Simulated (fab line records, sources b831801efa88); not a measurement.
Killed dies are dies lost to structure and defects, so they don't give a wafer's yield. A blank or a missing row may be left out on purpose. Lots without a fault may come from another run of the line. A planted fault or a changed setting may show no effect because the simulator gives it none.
fab line records | flow sky130
record lots=6 wafers=18 last_day=50
route steps=708 shown LOCAL_INTERCONNECT@394 CONTACT@406 METAL1@434 PAD_OPEN@708
lots that met no fault: from a run of the same line without faults
start_h: hours from the record's first day to the start of the lot's first wafer shown | wait_h: hours since the lot's step before | " the same as in the row above | L1.1+2: a row that stands for several wafers | - no value, or no start given | * or withheld: withheld | < > ~ a bound
route shown NAME@n: a module of which the file shows steps, and the number in the route of the first | usual: mean/standard deviation of fault-free wafers | same: alike in all rows | chamber/n: place in a boat | sites: the reading at each site | _std_site: their standard deviation | _edge_site: outer sites' mean less inner sites' | radius_mm: how far each site lies from the wafer's centre | mask NAME#n: copy n | behind: the tool/chamber that last shaped the wafer | hold: why the lot was held/for how many hours/how that ended | device: the transistor (n, p or np) that didn't switch | end of line: the same wafers' tests at the end of the route | a step without rows: its recipe alone | killed: dies lost to structure and defects at the first sort, not the wafer's yield | map: a wafer's dies, x killed, . not, _ none there
set.NAME: the setting as run; set.NAME@STEP: as run at that earlier step | model.NAME: the simulator's own value behind a step, which no gauge read
lots at some steps of the route; a table a step, a row a wafer
services: from which hour (start_h, from the record's first day; less than 0 if before it) a tool's chamber was out of use, for how many hours, and why
## steps
# step SKY_LOCAL_INTERCONNECT_SOFTBAKE_07
# recipe temp_c=100 time_s=90 resist=KrF-thick
# step SKY_LOCAL_INTERCONNECT_EXPOSE_08
# recipe mask_id=LI1M na=0.8 source_shape=annular sigma_inner=0.55 sigma_outer=0.85 target_cd_nm=170 dose_mj=28
# step SKY_LOCAL_INTERCONNECT_PEB_09
# recipe peb_temp_c=withheld peb_time_s=withheld resist=KrF-thick
# step SKY_LOCAL_INTERCONNECT_DEVELOP_10
# recipe develop_time_s=60 resist=KrF-thick dev_temp_c=21
# step SKY_LOCAL_INTERCONNECT_CD_MEAS_11
# recipe target_cd_nm=170
# usual cd_nm=169.7/1.7
# columns lot.wafer tool chamber start_h wait_h cd_nm
L637.1 cd_sem-01 - 714.52 - 169.6
L637.4 " - " " 169.2
L637.5 " - " " 170.0
L643.1 cd_sem-02 - 784.07 - 170.3
L643.2 " - " " 171.8
L643.6 " - " " 170.5
L645.1 cd_sem-01 - 790.17 - 170.3
L645.2 " - " " 170.2
L645.4 " - " " 171.5
L649.2 cd_sem-02 - 820.15 - 171.5
L649.5 " - " " 170.4
L649.6 " - " " 172.5
L651.3 cd_sem-01 - 831.57 - 171.3
L651.4 " - " " 170.1
L651.5 " - " " 171.1
L656.2 cd_sem-02 - 868.01 - 170.1
L656.4 " - " " 170.9
L656.5 " - " " 170.4
# step SKY_LOCAL_INTERCONNECT_OVL_MEAS_12
# usual LOCAL_INTERCONNECT_OVL=3/3.9
# columns lot.wafer tool chamber start_h wait_h LOCAL_INTERCONNECT_OVL[nm]
L637.1 overlay-01 - 714.64 0.1 3
L637.4 " - " " 6
L637.5 " - " " 2
L643.1 overlay-01 - 784.19 0.1 6
L643.2 " - " " 2
L643.6 " - " " 6
L645.1 overlay-02 - 790.29 0.1 -1
L645.2 " - " " 4
L645.4 " - " " 10
L649.2 overlay-01 - 820.26 0.1 6
L649.5 " - " " -1
L649.6 " - " " 4
L651.3 overlay-01 - 831.66 0.1 3
L651.4 " - " " 2
L651.5 " - " " 2
L656.2 overlay-01 - 868.12 0.1 -1
L656.4 " - " " -5
L656.5 " - " " 2
# step SKY_LOCAL_INTERCONNECT_ETCH_13
# recipe chemistry=N2/H2 target=BARC ion_energy_ev=200 bias_w=100 pressure_mtorr=30 n2_flow_sccm=100 h2_flow_sccm=200 icp_w=500 stop_on=SiO2 time_s=45.9 target_depth_a=600
# usual drypump_motor_current_A=5.3/0.42 oes_product_au=0.855/0.0044 rf_fwd_power_W=494.0/2.6 throttle_valve_pct=13.225/0.0086
# same time_s=45.9
# columns lot.wafer tool chamber start_h wait_h drypump_motor_current_A oes_product_au rf_fwd_power_W rf_hours_counter_h throttle_valve_pct
L637.1 rie_metal-04 0 714.67 0.0 5.9 0.860 496.5 12 13.221
L637.4 " 0 " " 5.9 0.849 497.2 - 13.204
L637.5 " 1 " " 5.3 0.855 496.4 - 13.232
L643.1 rie_metal-04 1 784.22 0.0 5.3 0.857 497.2 2 13.241
L643.2 " 0 " " 5.9 0.858 496.8 15 13.220
L643.6 " 0 " " 5.9 0.853 497.4 - 13.209
L645.1 rie_metal-03 0 790.32 0.0 4.8 0.861 494.6 7 13.215
L645.2 " 1 " " 5.4 0.856 490.9 2 13.231
L645.4 " 1 " " 5.4 0.853 490.6 - 13.206
L649.2 rie_metal-01 1 820.29 0.0 4.7 0.863 488.5 14 13.222
L649.5 " 0 " " 5.3 0.847 491.5 - 13.220
L649.6 " 1 " " 4.7 0.857 488.9 - 13.214
L651.3 rie_metal-04 1 831.73 0.1 5.3 0.859 494.9 - 13.208
L651.4 " 1 " " 5.3 0.855 494.6 - 13.226
L651.5 " 1 " " 5.3 0.852 495.4 - 13.220
L656.2 rie_metal-04 1 868.15 0.0 5.3 0.862 496.1 7 13.217
L656.4 " 0 " " 5.9 0.860 495.2 - 13.223
L656.5 " 0 " " 5.9 0.851 493.3 - 13.225
# step SKY_LOCAL_INTERCONNECT_METAL_ETCH_14
# recipe target_depth_nm=110 stop_on=PSG chemistry=Cl2/BCl3 target=TiN resist_sidewall_deg=88 pressure_mtorr=10 icp_w=900 bias_w=48.5 Cl2_flow_sccm=60 bcl3_flow_sccm=30 time_s=31.4
# step SKY_LOCAL_INTERCONNECT_STRIP_15
# recipe chemistry=O2/N2 power_w=1400 pressure_mtorr=1500 platen_temp_c=withheld o2_flow_sccm=3000 n2_flow_sccm=300 overash_fraction=0.5
# step SKY_LOCAL_INTERCONNECT_STRIP_16
# recipe chemistry=post_etch_residue_remover time_s=1200 temp_c=72.5
# step SKY_LOCAL_INTERCONNECT_CLEAN_17
# recipe chemistry=IPA time_s=180 temp_c=25
# step SKY_LOCAL_INTERCONNECT_CLEAN_18
# recipe chemistry=O3/DIW dry=n2_spin
# step SKY_CONTACT_CVD_00
# recipe material=Si3N4 target_thk_nm=75 temp_c=400 time_s=withheld rf_w=450
# usual heater_power_w=693/85 rf_fwd_power_W=443.9/2.4
# columns lot.wafer tool chamber start_h wait_h heater_power_w rf_fwd_power_W
L637.1 pecvd-02 2 715.42 0.0 677 439.7
L637.4 " 1 " " 663 443.9
L637.5 " 0 " " 583 444.9
L643.1 pecvd-03 2 784.93 0.0 736 443.3
L643.2 " 1 " " 784 444.1
L643.6 " 1 " " 779 446.2
L645.1 pecvd-03 1 791.03 0.0 777 444.7
L645.2 " 0 " " 855 447.1
L645.4 " 1 " " 818 443.3
L649.2 pecvd-03 1 821.09 0.0 694 443.5
L649.5 " 1 " " 706 444.8
L649.6 " 2 " " 790 446.1
L651.3 pecvd-03 2 832.57 0.0 689 444.3
L651.4 " 0 " " 757 444.3
L651.5 " 0 " " 784 444.6
L656.2 pecvd-02 0 868.86 0.0 480 444.4
L656.4 " 1 " " 687 448.2
L656.5 " 0 " " 501 443.9
# step SKY_CONTACT_THK_MEAS_01
# recipe reads=Si3N4_of_CONTACT_CVD_00
# usual CONTACT_CVD_00_THK=74.9/0.93
# columns lot.wafer tool chamber start_h wait_h CONTACT_CVD_00_THK[nm]
L637.1 film_metro-01 - 715.45 - 72.9
L637.4 " - " " 75.0
L637.5 " - " " 74.7
L643.1 film_metro-03 - 784.96 - 73.9
L643.2 " - " " 74.4
L643.6 " - " " 75.2
L645.1 film_metro-03 - 791.06 - 74.6
L645.2 " - " " 74.4
L645.4 " - " " 76.2
L649.2 film_metro-04 - 821.13 - 73.5
L649.5 " - " " 75.1
L649.6 " - " " 74.6
L651.3 film_metro-01 - 832.62 - 75.2
L651.4 " - " " 75.0
L651.5 " - " " 76.5
L656.2 film_metro-03 - 868.90 - 75.9
L656.4 " - " " 77.5
L656.5 " - " " 76.1
# step SKY_CONTACT_HDPCVD_02
# recipe material=SiO2 target_thk_nm=565 sigma_open_frac=0.3 time_s=94.2 temp_c=600 sih4_flow_sccm=60 pressure_mtorr=6
# step SKY_CONTACT_THK_MEAS_03
# recipe reads=SiO2_of_CONTACT_HDPCVD_02
# usual CONTACT_HDPCVD_THK=564/4.8
# columns lot.wafer tool chamber start_h wait_h CONTACT_HDPCVD_THK[nm]
L637.1 film_metro-03 - 715.58 0.0 577
L637.4 " - " " 564
L637.5 " - " " 571
L643.1 film_metro-03 - 785.09 0.0 568
L643.2 " - " " 562
L643.6 " - " " 570
L645.1 film_metro-01 - 791.19 0.0 560
L645.2 " - " " 559
L645.4 " - " " 561
L649.2 film_metro-03 - 821.26 0.0 565
L649.5 " - " " 564
L649.6 " - " " 554
L651.3 film_metro-03 - 832.75 0.1 561
L651.4 " - " " 563
L651.5 " - " " 565
L656.2 film_metro-04 - 869.03 0.0 572
L656.4 " - " " 562
L656.5 " - " " 567
# step SKY_CONTACT_CMP_04
# recipe material=SiO2 down_force_psi=4 platen_rpm=60 pad_velocity_m_s=0.94248
# step SKY_CONTACT_BOW_MEAS_05
# recipe mode=bow
# usual CONTACT_BOW=81/6.7
# columns lot.wafer tool chamber start_h wait_h CONTACT_BOW[um]
L637.1 film_metro-04 - 715.97 0.2 94
L637.4 " - " " 89
L637.5 " - " " 89
L643.1 film_metro-01 - 785.45 0.2 84
L643.2 " - " " 74
L643.6 " - " " 74
L645.1 film_metro-03 - 791.55 0.2 75
L645.2 " - " " 81
L645.4 " - " " 83
L649.2 film_metro-03 - 821.63 0.3 84
L649.5 " - " " 86
L649.6 " - " " 91
L651.3 film_metro-01 - 833.13 0.3 76
L651.4 " - " " 76
L651.5 " - " " 87
L656.2 film_metro-03 - 869.40 0.3 80
L656.4 " - " " 76
L656.5 " - " " 77
# step SKY_CONTACT_DEHYDRATE_06
# recipe temp_c=200 time_s=60
# step SKY_CONTACT_HMDS_07
# recipe prime_time_s=60 prime_temp_c=120
# step SKY_CONTACT_COAT_08
# recipe resist=BARC temp_c=withheld time_s=withheld spin_rpm=3000 resist_thk_nm=60
# step SKY_CONTACT_COAT_09
# recipe resist=KrF-thick spin_rpm=3000 resist_thk_nm=450
# step SKY_CONTACT_SOFTBAKE_10
# recipe temp_c=100 time_s=90 resist=KrF-thick
# step SKY_CONTACT_EXPOSE_11
# recipe mask_id=CTM1 na=0.8 source_shape=annular sigma_inner=0.55 sigma_outer=0.85 target_cd_nm=170 dose_mj=38
# step SKY_CONTACT_PEB_12
# recipe peb_temp_c=withheld peb_time_s=withheld resist=KrF-thick
# step SKY_CONTACT_DEVELOP_13
# recipe develop_time_s=60 resist=KrF-thick dev_temp_c=21
# step SKY_CONTACT_CD_MEAS_14
# recipe target_cd_nm=170
# usual cd_nm=170.4/1.9
# columns lot.wafer tool chamber start_h wait_h cd_nm
L637.1 cd_sem-01 - 743.04 - 169.7
L637.4 " - " " 170.5
L637.5 " - " " 170.3
L643.1 cd_sem-01 - 812.57 - 173.3
L643.2 " - " " 171.9
L643.6 " - " " 171.2
L645.1 cd_sem-01 - 818.14 - 169.0
L645.2 " - " " 169.8
L645.4 " - " " 168.6
L649.2 cd_sem-02 - 847.63 - 169.5
L649.5 " - " " 170.4
L649.6 " - " " 170.4
L651.3 cd_sem-02 - 858.98 - 169.1
L651.4 " - " " 168.3
L651.5 " - " " 169.4
L656.2 cd_sem-01 - 895.89 - 170.1
L656.4 " - " " 169.3
L656.5 " - " " 168.9
# step SKY_CONTACT_OVL_MEAS_15
# usual CONTACT_OVL=1/4.9
# columns lot.wafer tool chamber start_h wait_h CONTACT_OVL[nm]
L637.1 overlay-01 - 743.16 0.1 -3
L637.4 " - " " 8
L637.5 " - " " 4
L643.1 overlay-01 - 812.69 0.1 6
L643.2 " - " " 4
L643.6 " - " " 11
L645.1 overlay-02 - 818.26 0.1 2
L645.2 " - " " 3
L645.4 " - " " 4
L649.2 overlay-01 - 847.74 0.1 -9
L649.5 " - " " 1
L649.6 " - " " 0
L651.3 overlay-01 - 859.08 0.1 2
L651.4 " - " " 3
L651.5 " - " " -3
L656.2 overlay-01 - 896.00 0.1 -1
L656.4 " - " " -1
L656.5 " - " " -8
# step SKY_CONTACT_ETCH_16
# recipe chemistry=N2/H2 target=BARC ion_energy_ev=200 source_w=482.4 bias_w=100 pressure_mtorr=30 n2_flow_sccm=100 h2_flow_sccm=200 stop_on=SiO2 time_s=45.9 target_depth_a=600
# usual drypump_motor_current_A=5.7/0.5 oes_product_au=0.855/0.0047 rf_fwd_power_W=477.1/2.2 throttle_valve_pct=13.224/0.0081
# same time_s=45.9
# columns lot.wafer tool chamber start_h wait_h drypump_motor_current_A oes_product_au rf_fwd_power_W rf_hours_counter_h throttle_valve_pct
L637.1 rie_diel-04 3 743.20 0.0 6.2 0.864 480.5 11 13.216
L637.4 " 0 " " 5.9 0.850 475.0 6 13.218
L637.5 " 2 " " 5.5 0.849 478.0 - 13.224
L643.1 rie_diel-03 1 812.72 0.0 5.9 0.858 478.5 10 13.232
L643.2 " 3 " " 4.9 0.855 478.3 24 13.236
L643.6 " 2 " " 5.4 0.862 473.3 - 13.241
L645.1 rie_diel-04 1 818.30 0.0 6.3 0.846 478.7 15 13.228
L645.2 " 3 " " 6.2 0.852 478.5 14 13.227
L645.4 " 0 " " 5.8 0.857 475.2 9 13.216
L649.2 rie_diel-03 0 847.77 0.0 5.1 0.857 478.0 9 13.240
L649.5 " 0 " " 5.1 0.850 479.1 - 13.227
L649.6 " 3 " " 4.9 0.854 477.4 - 13.212
L651.3 rie_diel-04 2 859.10 0.0 5.5 0.857 478.9 15 13.244
L651.4 " 2 " " 5.5 0.861 477.0 - 13.233
L651.5 " 0 " " 5.8 0.853 477.5 - 13.233
L656.2 rie_diel-04 0 896.03 0.0 5.8 0.860 474.2 11 13.223
L656.4 " 1 " " 6.3 0.859 477.1 16 13.227
L656.5 " 2 " " 5.5 0.843 476.4 - 13.237
# step SKY_CONTACT_ETCH_17
# recipe target=SiO2 chemistry=C4F8/O2/Ar stop_on=Si3N4 mask_material=KrF-thick source_w=1500 bias_w=1200 pressure_mtorr=40 c4f8_flow_sccm=withheld O2_flow_sccm=6 Ar_flow_sccm=300 time_s=withheld target_depth_a=3400
# step SKY_CONTACT_ETCH_18
# recipe target=Si3N4 chemistry=CHF3/O2 stop_on=TiN source_w=600 bias_w=200 pressure_mtorr=40 chf3_flow_sccm=50 O2_flow_sccm=5 time_s=39 target_depth_a=750
# usual chf3_flow_sccm=49.99/0.14 drypump_motor_current_A=5.7/0.5 oes_product_au=0.853/0.0079 rf_fwd_power_W=592.5/3 throttle_valve_pct=8.794/0.0092
# same time_s=39
# columns lot.wafer tool chamber start_h wait_h chf3_flow_sccm drypump_motor_current_A oes_product_au rf_fwd_power_W rf_hours_counter_h throttle_valve_pct
L637.1 rie_diel-04 3 - - 50.45 6.2 0.832 596.5 11 8.794
L637.4 " 0 " " 50.15 5.8 0.857 592.9 6 8.804
L637.5 " 2 " " 50.18 5.5 0.852 594.0 - 8.800
L643.1 rie_diel-03 1 - - 49.93 5.9 0.847 596.1 10 8.778
L643.2 " 3 " " 50.07 4.9 0.844 593.7 24 8.795
L643.6 " 2 " " 50.07 5.4 0.847 589.8 - 8.794
L645.1 rie_diel-04 1 - - 49.80 6.3 0.846 597.7 15 8.787
L645.2 " 3 " " 49.82 6.2 0.838 593.0 14 8.779
L645.4 " 0 " " 50.03 5.8 0.865 591.0 9 8.797
L649.2 rie_diel-03 0 - - 49.94 5.1 0.843 590.7 10 8.779
L649.5 " 0 " " 49.96 5.1 0.850 592.6 - 8.800
L649.6 " 3 " " 49.83 4.9 0.856 595.4 - 8.787
L651.3 rie_diel-04 2 - - 49.89 5.5 0.854 595.7 15 8.789
L651.4 " 2 " " 49.88 5.5 0.858 594.1 - 8.808
L651.5 " 0 " " 49.96 5.8 0.856 589.1 - 8.799
L656.2 rie_diel-04 0 - - 49.95 5.8 0.853 590.3 11 8.787
L656.4 " 1 " " 49.63 6.2 0.862 597.1 17 8.783
L656.5 " 2 " " 49.97 5.5 0.862 594.1 - 8.804
# step SKY_CONTACT_STRIP_19
# recipe chemistry=O2/N2 power_w=1400 pressure_mtorr=1500 platen_temp_c=withheld o2_flow_sccm=3000 n2_flow_sccm=300 overash_fraction=0.5
# step SKY_CONTACT_STRIP_20
# recipe chemistry=post_etch_residue_remover time_s=1200 temp_c=72.5
# step SKY_CONTACT_CLEAN_21
# recipe chemistry=IPA time_s=180 temp_c=25
# step SKY_CONTACT_CLEAN_22
# recipe chemistry=O3/DIW dry=n2_spin
# step SKY_CONTACT_SPUTTER_23
# recipe material=TiN target_thk_nm=20 chamber_pressure_pa=5 power_w=4048 time_s=80
# step SKY_CONTACT_CVD_24
# recipe material=W target_thk_nm=340 time_s=102.12 temp_c=400 pressure_torr=40
# step SKY_CONTACT_RS_MEAS_25
# recipe thk_meas_gauge=four-point-probe reads=W_of_CONTACT_CVD_24+TiN_of_CONTACT_SPUTTER_23
# usual CONTACT_W_RS=0.339/0.0036
# columns lot.wafer tool chamber start_h wait_h CONTACT_W_RS[ohm/sq]
L637.1 film_metro-04 - 744.10 0.1 0.345
L637.4 " - " " 0.338
L637.5 " - " " 0.341
L643.1 film_metro-04 - 813.62 0.1 0.328
L643.2 " - " " 0.341
L643.6 " - " " 0.336
L645.1 film_metro-03 - 819.29 0.1 0.334
L645.2 " - " " 0.329
L645.4 " - " " 0.335
L649.2 film_metro-03 - 848.68 0.1 0.334
L649.5 " - " " 0.335
L649.6 " - " " 0.336
L651.3 film_metro-03 - 860.07 0.1 0.342
L651.4 " - " " 0.338
L651.5 " - " " 0.340
L656.2 film_metro-03 - 896.94 0.1 0.338
L656.4 " - " " 0.339
L656.5 " - " " 0.342
# step SKY_CONTACT_THK_MEAS_26
# recipe thk_meas_gauge=xrf reads=W_of_CONTACT_CVD_24
# usual CONTACT_W_THK=339/4.1
# columns lot.wafer tool chamber start_h wait_h CONTACT_W_THK[nm]
L637.1 film_metro-04 - 744.22 0.1 335
L637.4 " - " " 344
L637.5 " - " " 341
L643.1 film_metro-04 - 813.74 0.1 350
L643.2 " - " " 339
L643.6 " - " " 343
L645.1 film_metro-03 - 819.41 0.1 342
L645.2 " - " " 346
L645.4 " - " " 342
L649.2 film_metro-03 - 848.79 0.1 340
L649.5 " - " " 340
L649.6 " - " " 336
L651.3 film_metro-03 - 860.17 0.1 332
L651.4 " - " " 338
L651.5 " - " " 334
L656.2 film_metro-03 - 897.05 0.1 342
L656.4 " - " " 341
L656.5 " - " " 338
# step SKY_CONTACT_CMP_27
# recipe stop_on=SiO2 t_overpolish_s=15 down_force_psi=3.5 platen_rpm=60 target_thk_nm=0 pad_velocity_m_s=0.94248
# step SKY_METAL1_SPUTTER_00
# recipe material=Ti target_thk_nm=15 power_w=3000 time_s=10 chamber_pressure_pa=0.4
# usual throttle_valve_pct=29.3/0.81
# same time_s=10
# columns lot.wafer tool chamber start_h wait_h throttle_valve_pct
L637.1 pvd_sputter-04 - 744.58 0.2 28.9
L637.4 " - " " 29.1
L637.5 " - " " 29.4
L643.1 pvd_sputter-03 - 814.10 0.1 30.3
L643.2 " - " " 29.3
L643.6 " - " " 30.0
L645.1 pvd_sputter-03 - 819.77 0.1 29.7
L645.2 " - " " 29.3
L645.4 " - " " 28.8
L649.2 pvd_sputter-04 - 849.14 0.2 26.9
L649.5 " - " " 29.2
L649.6 " - " " 29.3
L651.3 pvd_sputter-04 - 860.51 0.2 29.3
L651.4 " - " " 29.3
L651.5 " - " " 29.1
L656.2 pvd_sputter-03 - 897.40 0.1 29.3
L656.4 " - " " 29.0
L656.5 " - " " 29.2
# step SKY_METAL1_SPUTTER_01
# recipe material=TiN target_thk_nm=20 power_w=6500 time_s=16.7 chamber_pressure_pa=0.4
# usual throttle_valve_pct=29.3/0.81
# same time_s=16.7
# columns lot.wafer tool chamber start_h wait_h throttle_valve_pct
L637.1 pvd_sputter-04 - 744.60 0.0 29.2
L637.4 " - " " 29.3
L637.5 " - " " 29.7
L643.1 pvd_sputter-03 - 814.12 0.0 30.1
L643.2 " - " " 28.8
L643.6 " - " " 29.5
L645.1 pvd_sputter-03 - 819.80 0.0 29.9
L645.2 " - " " 29.5
L645.4 " - " " 28.7
L649.2 pvd_sputter-04 - 849.17 0.0 27.0
L649.5 " - " " 29.0
L649.6 " - " " 29.1
L651.3 pvd_sputter-04 - 860.53 0.0 28.9
L651.4 " - " " 29.3
L651.5 " - " " 29.2
L656.2 pvd_sputter-03 - 897.42 0.0 29.3
L656.4 " - " " 28.8
L656.5 " - " " 29.4
# step SKY_PAD_OPEN_PROBE_99
# usual killed_at_M0_to_M3=44/7.2 killed_at_M4_up=3.2/1.8 killed_at_contacts=24/5.4 killed_at_front_end=15/4 killed_at_other=0.3/0.56 killed_dies=87/9.2 killed_open=47/7.3 killed_short=39/5.7
# same gross_dies=492 killed_at_back_side=0
# columns lot.wafer tool chamber start_h wait_h killed_at_M0_to_M3 killed_at_M4_up killed_at_contacts killed_at_front_end killed_at_other killed_dies killed_open killed_short
L643.1 prober-02 - 1135.45 0.1 51 3 22 18 0 94 55 38
L643.2 prober-02 - 1135.50 0.1 42 3 19 16 0 80 43 36
L643.6 prober-02 - 1135.70 0.2 40 1 16 10 0 67 42 25
L649.6 prober-02 - 1158.82 0.2 31 1 83 16 0 131 37 32
L651.3 prober-02 - 1167.99 0.2 49 1 78 11 0 139 50 28
# killed by level:class
L643.1 CONTACT:geometric_particle:open=15 VIA2:geometric_particle:open=12 METAL2:geometric_particle:short=7 VIA3:geometric_particle:open=6 VIA1:geometric_particle:short=5 VIA1:geometric_particle:open=5 FIELD_ISO:geometric_particle:open=4 FIELD_ISO:geometric_particle:short=4
L643.2 VIA1:geometric_particle:open=10 METAL1:geometric_particle:short=9 CONTACT:geometric_particle:open=6 VIA2:geometric_particle:open=6 FIELD_ISO:geometric_particle:short=5 LI_CONTACT:geometric_particle:open=4 POLY_CUT:geometric_particle:open=3 METAL4:geometric_particle:short=3
L643.6 VIA1:geometric_particle:open=12 LI_CONTACT:geometric_particle:open=10 VIA3:geometric_particle:open=7 VIA1:geometric_particle:short=6 VIA2:geometric_particle:open=6 POLY_GATE:geometric_particle:short=3 LOCAL_INTERCONNECT:geometric_particle:short=3 METAL1:geometric_particle:short=3
L649.6 CONTACT:unspecified=60 LI_CONTACT:geometric_particle:open=9 VIA1:geometric_particle:open=9 POLY_GATE:geometric_particle:short=8 CONTACT:geometric_particle:open=5 CONTACT:geometric_particle:short=4 VIA3:geometric_particle:short=4 VIA2:geometric_particle:open=4
L651.3 CONTACT:unspecified=61 VIA1:geometric_particle:open=14 CONTACT:geometric_particle:open=7 VIA2:geometric_particle:open=7 VIA3:geometric_particle:open=7 POLY_GATE:geometric_particle:open=5 METAL2:geometric_particle:short=5 LI_CONTACT:geometric_particle:open=4
# map L649.6 (x killed, . not)
__________x........._________
________.............._______
______x...x.x..........._____
_____.x..xx.........x....____
____...x.xx...x..x.xx.....___
___....x...x.....x.xxxx....__
__xx..........xxxxxxxxxxxx.x_
_.........x.....xxxxxxxx.....
_..x..x........xxxxxxxxx.x...
_.........xx....xxxxxxxx.x...
_..x............xxxxxxxx...x.
_........x.....x..xxxxxx.....
_.....xx....x..x.x.xx.x.x....
_x....x..........x.x..x..x...
_.x..x...x..xx........x......
__.x..x.x.....x.x.....x...x._
___..x.........x.x..x......__
____......x...........xx..___
_____...x.....xx.........____
______..x..........xx..x_____
________x............._______
__________........x._________
# map L651.3 (x killed, . not)
__________x.x......._________
________xx......x....._______
______..............x..._____
_____...x.......x.x.x...x____
____x.xx.x.x..x.x.xx.x...x___
___...............xxxxxxx..__
__......x..x.x..xxxxxxxxxx.._
_..............xxxxxxxxxxx..x
_.x......x.x...xxxxxxxxxxx.x.
_.x.x....x.....xxxxxxxxxxx...
_x.x............xx.xxxxx.x..x
_x...xx.x........xxx.xxxx.x..
_.x...........x..xxxx.x.x.x..
_.........x..................
_.....x.xx.........x....x....
__........xxx...x...x......._
___.....................xx.__
____..x...................___
_____xx.................x____
______..........x......._____
________.x...x....xx.._______
__________x.....x..._________
## services
# columns tool chamber start_h hours kind
rie_diel-04 0 696.21 8.8 repair
rie_metal-04 - 696.85 1.9 repair
pecvd-02 - 698.88 1.2 repair
pvd_sputter-03 - 704.28 2.6 repair
rie_diel-03 - 710.56 3.5 repair
pvd_sputter-03 - 725.06 9.8 repair
pecvd-02 - 740.27 0.4 repair
rie_diel-04 2 754.72 5.6 repair
pvd_sputter-04 - 756.36 5.1 repair
pvd_sputter-04 1 763.00 - consumable_replace:kit
pvd_sputter-04 1 763.00 18.0 scheduled_down
pvd_sputter-04 1 763.00 18.0 vent_cycle
rie_metal-01 0 773.39 3.3 repair
rie_metal-01 - 797.65 4.3 pm
rie_metal-04 0 808.88 9.9 repair
pecvd-03 - 809.52 1.2 repair
rie_metal-03 1 815.70 1.3 repair
pvd_sputter-03 - 821.82 2.6 repair
pecvd-03 1 829.42 6.5 repair
pvd_sputter-03 - 831.59 0.9 repair
rie_diel-04 1 844.44 16.2 repair
rie_diel-03 2 851.01 8.0 repair
rie_metal-03 - 859.10 1.4 pm
rie_diel-03 0 887.95 4.0 repair
## key
first_sign step=SKY_PAD_OPEN_PROBE_99 reading=killed_at_contacts direction=up sigmas=10 usual=24 struck=80
effect step=SKY_PAD_OPEN_PROBE_99 reading=killed_dies direction=up sigmas=5.2 usual=87 struck=135
met_at SKY_CONTACT_CVD_00
struck_wafers L649.6,L651.3
tester_left_out L649,L651
onset_between 784.93 821.09
fault kind=chamber_particle_source tool=pecvd-03 chamber=2 onset_h=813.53 steps=SKY_CONTACT_CVD_00 rate_per_visit_cm2=1.243 end_h=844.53
# tester_left_out: of these lots the tester's yield and bins aren't shown, on N5 and GAA mostly nor the transistor test; their killed dies are dies lost to structure and defects alone, not to doping, threshold or leakage, so they don't give the yield
